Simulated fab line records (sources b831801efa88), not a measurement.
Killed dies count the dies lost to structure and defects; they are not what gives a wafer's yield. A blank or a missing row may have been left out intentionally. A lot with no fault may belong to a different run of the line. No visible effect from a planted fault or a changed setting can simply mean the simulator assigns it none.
Which tool did it? :: flow gf180mcu :: route of 602 steps, sampled at 1 step: 13 lots, 39 wafers

WHAT THE GAUGES READ, wafer by wafer
GF_M1_CD_MEAS_14: the cd target is 230 nm. Usual: cdNm reads 229.9 nm (standard deviation 1.5).
lot: L489
measured: day 17 07:27
on: cdSem-01
cdNm (nm): 229.6 228.5 229.5
flag: 

lot: L491
measured: day 17 18:05
on: cdSem-02
cdNm (nm): 229.4 229.4 229.1
flag: 

lot: L500
measured: day 21 06:40
on: cdSem-01
cdNm (nm): 227.7 228.3 228.6
flag: 

lot: L501
measured: day 21 14:02
on: cdSem-01
cdNm (nm): 232.4 232.5 231.7
flag: 

lot: L502
measured: day 21 19:16
on: cdSem-02
cdNm (nm): 230.9 231.1 230.8
flag: 

lot: L503
measured: day 22 03:49
on: cdSem-01
cdNm (nm): 231.0 229.5 231.0
flag: 

lot: L504
measured: day 22 14:20
on: cdSem-02
cdNm (nm): 227.1 229.9 229.6
flag: 

lot: L505
measured: day 22 17:20
on: cdSem-01
cdNm (nm): 230.3 230.6 229.0
flag: 

lot: L506
measured: day 23 03:22
on: cdSem-02
cdNm (nm): 232.0 230.8 232.1
flag: 

lot: L508
measured: day 23 21:30
on: cdSem-01
cdNm (nm): 232.1 232.3 232.0
flag: 

lot: L509
measured: day 24 02:43
on: cdSem-02
cdNm (nm): 226.3 227.5 226.4
flag: 

lot: L511
measured: day 24 19:35
on: cdSem-02
cdNm (nm): 229.0 227.7 228.5
flag: 

lot: L512
measured: day 25 12:01
on: cdSem-02
cdNm (nm): 231.3 230.0 230.8
flag: 

TOOL THAT RAN EACH LOT (tool first, then ch and the chambers of the sampled wafers, then the start)
There is no process step in the record ahead of these readings.

AS READ BY THE TOOLS THEMSELVES (means over the sampled wafers that have a number; for cases with no such wafer, the mark the record gives instead)
The record holds no such reading with a usual standard deviation.

THE ANSWER, worked out from the rows above alone
Rule: a lot counts as off when the mean over its wafers that have a number is more than 3 standard deviations away from the usual mean. A lot without any number at a reading at which 4 lots or more have one is off too. Where the step has rows for the other lots, those lots are counted as sound. First the gauges in route order, then the tools' own readings, where a lot's mean is used as printed above. The first step at which some lot is off is used, and at that step the reading that is off furthest; a lot without a number counts as furthest.
None of the lots is off at any reading shown; this tells nothing.

WHAT THE SIMULATOR HAD INSERTED
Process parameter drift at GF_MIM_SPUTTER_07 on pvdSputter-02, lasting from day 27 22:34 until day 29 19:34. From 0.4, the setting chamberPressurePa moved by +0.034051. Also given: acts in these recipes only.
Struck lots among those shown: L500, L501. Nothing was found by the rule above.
